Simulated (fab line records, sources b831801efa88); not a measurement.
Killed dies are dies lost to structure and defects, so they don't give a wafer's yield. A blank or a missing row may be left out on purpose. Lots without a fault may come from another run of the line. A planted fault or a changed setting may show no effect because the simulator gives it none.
Problem report in the 8D (eight disciplines) form, filled by code | flow gf180mcu | the parts of the form that need people (team, actions taken, sign-off) are left out

1. THE PROBLEM
cd_nm at GF_HV_LDD_CD_MEAS_19 reads a mean of 311.1 nm on 1 wafer of 1 lot; wafers without a fault read 399.1 nm with a standard deviation of 2.1. That is -42 standard deviations from the usual mean.
The step: target cd 400 nm.
First seen on wafer L242.3, day 18 01:23, on cd_sem-02. The record holds 39 wafers of 13 lots with a number at this step. Rule for "out", or "out of limits": more than 4 standard deviations from the usual mean. The other wafers with a number count as sound.

2. WHAT IT IS AND WHAT IT IS NOT
question                    | is                | is not
which readings at this step | cd_nm             | -
which lots                  | L242              | L219, L220, L221, L225, L226, L227, L228, L229, L230, L231, L232, L236
which wafers of those lots  | L242.3            | L242.4, L242.6
read on which gauges        | cd_sem-02         | cd_sem-01
when                        | from day 18 01:23 | up to then (38 sound wafers)

3. SUSPECTS, AND WHAT RULES EACH OUT
Counting: a tool at a process step up to the reading stays a suspect if it ran every lot that is out. Sound lots after the first of them don't rule it out here, since some wafers of a struck lot are sound.
- the gauge at GF_HV_LDD_CD_MEAS_19: kept. All the wafers that are out were read on cd_sem-02, and no step on other tools shows them out.
- plasma_asher-04 at GF_VT_IMPLANT_STRIP_42 (strips in O2/N2): kept. It ran the lot that is out, L242 (day 13 23:43); its last sound lot up to then is L220 (day 7 19:08).
- litho_track-02 at GF_HV_LDD_DEVELOP_18 (develop time 60 s): kept. It ran the lot that is out, L242 (day 18 01:14); its last sound lot up to then is L236 (day 16 01:50).
- Within plasma_asher-04 at GF_VT_IMPLANT_STRIP_42: the wafers that are out ran in chamber 1; their sound lot-mates ran in chamber 0.
Left after counting: plasma_asher-04 at GF_VT_IMPLANT_STRIP_42, litho_track-02 at GF_HV_LDD_DEVELOP_18, cd_sem-02 at GF_HV_LDD_CD_MEAS_19.

4. THE CAUSE (what the simulator had put in)
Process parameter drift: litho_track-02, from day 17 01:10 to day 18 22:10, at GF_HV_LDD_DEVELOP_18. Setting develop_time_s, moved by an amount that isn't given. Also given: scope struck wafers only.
Counting left 3 suspects, and this tool is among them.

5. THE CHAIN OF EFFECTS, in route order
Each row: a reading whose mean over the struck wafers that have a number lies more than 3 standard deviations from the usual. Only readings for which the record gives a usual standard deviation are gone through. hours: the time from each lot's start at the first step in this table that gives one to its start at this step, as a median over the lots. sigmas: the change in usual standard deviations.
hours | step                 | reading | usual    | on struck wafers | change | sigmas
0     | GF_HV_LDD_CD_MEAS_19 | cd_nm   | 399.1 nm | 311.1            | -88.0  | -42

6. WHAT WOULD HAVE CAUGHT IT SOONER
In this record the first reading out of limits at a measuring or inspecting step was taken at day 18 01:23, 24 hours after the fault began at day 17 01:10.
All the lots that are out (1) had begun GF_HV_LDD_DEVELOP_18 on litho_track-02 by day 18 01:23. A hold on the tool at that time would have spared none of them.
